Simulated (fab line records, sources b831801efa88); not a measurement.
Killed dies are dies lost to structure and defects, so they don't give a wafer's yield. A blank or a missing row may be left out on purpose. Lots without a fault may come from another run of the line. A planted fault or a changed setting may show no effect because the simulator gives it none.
A struck lot beside a sound one | flow sky130 | 32 steps out of a route of 708
Sound: wafers L715.3, L715.4, L715.5. Struck: wafer L721.3. (L721.5 of the same lot was not struck and is left out.) The cause comes at the end.
At each step with rows: each side's tool, then ch and its chambers, then its first start. Under that, the readings that differ: sound wafers | struck wafers | difference of the means | sigmas: that difference in standard deviations of wafers without a fault.
alike: readings whose means differ by less than 2 such deviations, and words and numbers that are the same on both sides. not compared: withheld readings, readings that some wafer has no value for, bounds like >300 that may hide the same value, and numbers for which the record gives no deviation and whose values overlap.
The two part at a step that has a row with sigmas, a row that says differs or no value, or rows on one side only. Numbers that don't overlap but have no deviation are shown without sigmas and don't part them. A reading that every wafer of one side lacks parts them only if that side has two wafers or more.

first, 4 steps without rows for these wafers: SKY_LOCAL_INTERCONNECT_SOFTBAKE_07 (time 90 s); SKY_LOCAL_INTERCONNECT_EXPOSE_08 (exposes mask LI1M, target cd 170 nm); SKY_LOCAL_INTERCONNECT_PEB_09; SKY_LOCAL_INTERCONNECT_DEVELOP_10 (develop time 60 s).
SKY_LOCAL_INTERCONNECT_CD_MEAS_11: target cd 170 nm.
  sound on cd_sem-02, day 34 14:08; struck on cd_sem-02, day 36 00:22
  alike: cd_nm
SKY_LOCAL_INTERCONNECT_OVL_MEAS_12:
  sound on overlay-02, day 34 14:14; struck on overlay-02, day 36 00:27
  alike: LOCAL_INTERCONNECT_OVL
SKY_LOCAL_INTERCONNECT_ETCH_13: etches BARC in N2/H2, stops on SiO2, time 45.9 s, target depth 60 nm.
  sound on rie_metal-04 ch 0,1, day 34 14:16; struck on rie_metal-04 ch 0, day 36 00:30
  alike: drypump_motor_current_A, oes_product_au, throttle_valve_pct
  not compared: rf_hours_counter_h
then, 1 step without rows for these wafers: SKY_LOCAL_INTERCONNECT_METAL_ETCH_14 (etches TiN in Cl2/BCl3, stops on PSG, target depth 110 nm, time 31.4 s).
SKY_LOCAL_INTERCONNECT_STRIP_15: strips in O2/N2.
  sound on plasma_asher-02 ch 0,1, day 34 14:24; struck on plasma_asher-04 ch 1, day 36 00:37
  reading               | sound             | struck | difference | sigmas
  oes_product_au (a.u.) | 0.420 0.423 0.431 | 0.434  | +0.009     | +2
  alike: drypump_motor_current_A, strip_time_to_endpoint_s
  not compared: rf_hours_counter_h
then, 3 steps without rows for these wafers: SKY_LOCAL_INTERCONNECT_STRIP_16 (strips in post etch residue remover, time 1200 s); SKY_LOCAL_INTERCONNECT_CLEAN_17 (cleans in IPA, time 180 s); SKY_LOCAL_INTERCONNECT_CLEAN_18 (cleans in O3/DIW).
SKY_CONTACT_CVD_00: deposits Si3N4, target thk 75 nm.
  sound on pecvd-03 ch 0,1,2, day 34 14:58; struck on pecvd-04 ch 0, day 36 01:11
  reading                                   | sound             | struck | difference | sigmas
  model.Si3N4_of_CONTACT_CVD_00.thk_nm (nm) | 75.35 75.69 76.11 | 101.3  | +25.6      |
  alike: heater_power_w
SKY_CONTACT_THK_MEAS_01:
  sound on film_metro-01, day 34 15:01; struck on film_metro-04, day 36 01:14
  reading                 | sound          | struck | difference | sigmas
  CONTACT_CVD_00_THK (nm) | 75.3 75.7 76.1 | 101.3  | +25.6      | +23
then, 1 step without rows for these wafers: SKY_CONTACT_HDPCVD_02 (deposits SiO2, target thk 565 nm, time 94.2 s).
SKY_CONTACT_THK_MEAS_03:
  sound on film_metro-01, day 34 15:08; struck on film_metro-04, day 36 01:22
  alike: CONTACT_HDPCVD_THK
SKY_CONTACT_CMP_04: polishes SiO2.
  sound on cmp-02 ch 1,3, day 34 15:14; struck on cmp-02 ch 0, day 36 01:33
  alike: motor_current_A
SKY_CONTACT_BOW_MEAS_05:
  sound on film_metro-03, day 34 15:31; struck on film_metro-01, day 36 01:44
  alike: CONTACT_BOW
then, 8 steps without rows for these wafers: SKY_CONTACT_DEHYDRATE_06 (time 60 s); SKY_CONTACT_HMDS_07 (prime time 60 s); SKY_CONTACT_COAT_08 (resist thk 60 nm); SKY_CONTACT_COAT_09 (resist thk 450 nm); SKY_CONTACT_SOFTBAKE_10 (time 90 s); SKY_CONTACT_EXPOSE_11 (exposes mask CTM1, target cd 170 nm); SKY_CONTACT_PEB_12; SKY_CONTACT_DEVELOP_13 (develop time 60 s).
SKY_CONTACT_CD_MEAS_14: target cd 170 nm.
  sound on cd_sem-01, day 35 17:58; struck on cd_sem-02, day 37 04:31
  alike: cd_nm
SKY_CONTACT_OVL_MEAS_15:
  sound on overlay-02, day 35 18:03; struck on overlay-01, day 37 04:36
  alike: CONTACT_OVL
SKY_CONTACT_ETCH_16: etches BARC in N2/H2, stops on SiO2, time 45.9 s, target depth 60 nm.
  sound on rie_diel-01 ch 0,1,3, day 35 18:05; struck on rie_diel-01 ch 3, day 37 04:38
  alike: drypump_motor_current_A, oes_product_au, throttle_valve_pct
  not compared: rf_hours_counter_h
then, 1 step without rows for these wafers: SKY_CONTACT_ETCH_17 (etches SiO2 in C4F8/O2/Ar, stops on Si3N4, target depth 340 nm).
SKY_CONTACT_ETCH_18: etches Si3N4 in CHF3/O2, stops on TiN, time 39 s, target depth 75 nm.
  sound on rie_diel-01 ch 0,1,3; struck on rie_diel-01 ch 3
  reading                  | sound             | struck | difference | sigmas
  oes_product_au (a.u.)    | 0.857 0.863 0.861 | 0.970  | +0.110     | +13
  model.etch.depth_nm (nm) | 75.35 75.69 76.11 | 94.11  | +18.39     |
  alike: drypump_motor_current_A, throttle_valve_pct
  not compared: rf_hours_counter_h
SKY_CONTACT_STRIP_19: strips in O2/N2.
  sound on plasma_asher-02 ch 0,1, day 35 18:14; struck on plasma_asher-01 ch 1, day 37 04:47
  reading                     | sound          | struck | difference | sigmas
  drypump_motor_current_A (A) | 5.46 5.33 5.35 | 5.90   | +0.52      | +2
  alike: oes_product_au, strip_time_to_endpoint_s
  not compared: rf_hours_counter_h

WHERE THEY PART
First at SKY_LOCAL_INTERCONNECT_STRIP_15; last, within this record, at SKY_CONTACT_STRIP_19.

WHY: what the simulator had put in
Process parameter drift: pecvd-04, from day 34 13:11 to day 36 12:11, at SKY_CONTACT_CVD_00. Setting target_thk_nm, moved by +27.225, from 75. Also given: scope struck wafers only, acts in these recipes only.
